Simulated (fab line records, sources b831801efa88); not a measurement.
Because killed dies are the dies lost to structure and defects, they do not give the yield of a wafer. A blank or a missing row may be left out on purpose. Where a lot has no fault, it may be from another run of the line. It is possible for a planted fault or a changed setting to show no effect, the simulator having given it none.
What tool caused it? || flow sky130 || route of 708 steps, sampled at 1 step: 11 lots, 33 wafers

== WHAT THE GAUGES SHOWED, per wafer ==
SKY_CONTACT_CD_MEAS_14: target cd 170 nm.
{"lot": "L802", "measured": "day 32 22:02", "on": "cd-sem-02", "cd-nm (nm)": "171.2 173.3 172.0"}
{"lot": "L803", "measured": "day 33 04:25", "on": "cd-sem-01", "cd-nm (nm)": "171.1 172.1 172.3"}
{"lot": "L804", "measured": "day 33 15:08", "on": "cd-sem-02", "cd-nm (nm)": "168.0 168.3 168.9"}
{"lot": "L805", "measured": "day 33 21:14", "on": "cd-sem-02", "cd-nm (nm)": "170.0 170.6 169.2"}
{"lot": "L806", "measured": "day 34 03:13", "on": "cd-sem-02", "cd-nm (nm)": "168.2 168.7 170.4"}
{"lot": "L808", "measured": "day 34 20:44", "on": "cd-sem-01", "cd-nm (nm)": "170.8 170.1 169.5"}
{"lot": "L809", "measured": "day 35 06:33", "on": "cd-sem-01", "cd-nm (nm)": "170.4 171.2 171.1"}
{"lot": "L810", "measured": "day 35 09:50", "on": "cd-sem-01", "cd-nm (nm)": "170.6 170.0 170.2"}
{"lot": "L813", "measured": "day 36 06:08", "on": "cd-sem-02", "cd-nm (nm)": "169.5 168.4 170.2"}
{"lot": "L816", "measured": "day 37 00:40", "on": "cd-sem-01", "cd-nm (nm)": "170.2 170.5 171.2"}
{"lot": "L818", "measured": "day 37 15:27", "on": "cd-sem-01", "cd-nm (nm)": "169.6 169.0 170.2"}

== TOOL THAT RAN EACH LOT (tool first, then ch and the chambers of the sampled wafers, then the start) ==
There is no process step in the record ahead of these readings.

== WHAT THE TOOLS THEMSELVES READ (means of the sampled wafers that have a number; where no wafer has one, the mark that the record gives instead) ==
The record holds no such reading with a usual standard deviation.

== THE ANSWER, worked out from the rows above alone ==
Rule: usual is defined by the lots themselves. Put in order of their means at a reading, lots are off if they are a third of the lots or fewer, leave a main group of 4 or more, and stand apart from it by a gap of 3 or more times the standard deviation of the main group's means; of several such gaps the widest counts. If all means in a main group match to the digits the tables above print for the reading, that group is not used. A lot without any number at a reading at which 4 lots or more have one is off too. The other lots that the step has rows for count as sound. Order of review: gauges by route order, followed by the tools' own readings, for which a lot's mean as printed above is used. The first step at which some lot is off is used, and at that step the reading that is off furthest; a lot without a number counts as furthest.
No lot is off at any reading shown: from this, nothing can be told.

== WHAT THE SIMULATOR HAD PUT IN ==
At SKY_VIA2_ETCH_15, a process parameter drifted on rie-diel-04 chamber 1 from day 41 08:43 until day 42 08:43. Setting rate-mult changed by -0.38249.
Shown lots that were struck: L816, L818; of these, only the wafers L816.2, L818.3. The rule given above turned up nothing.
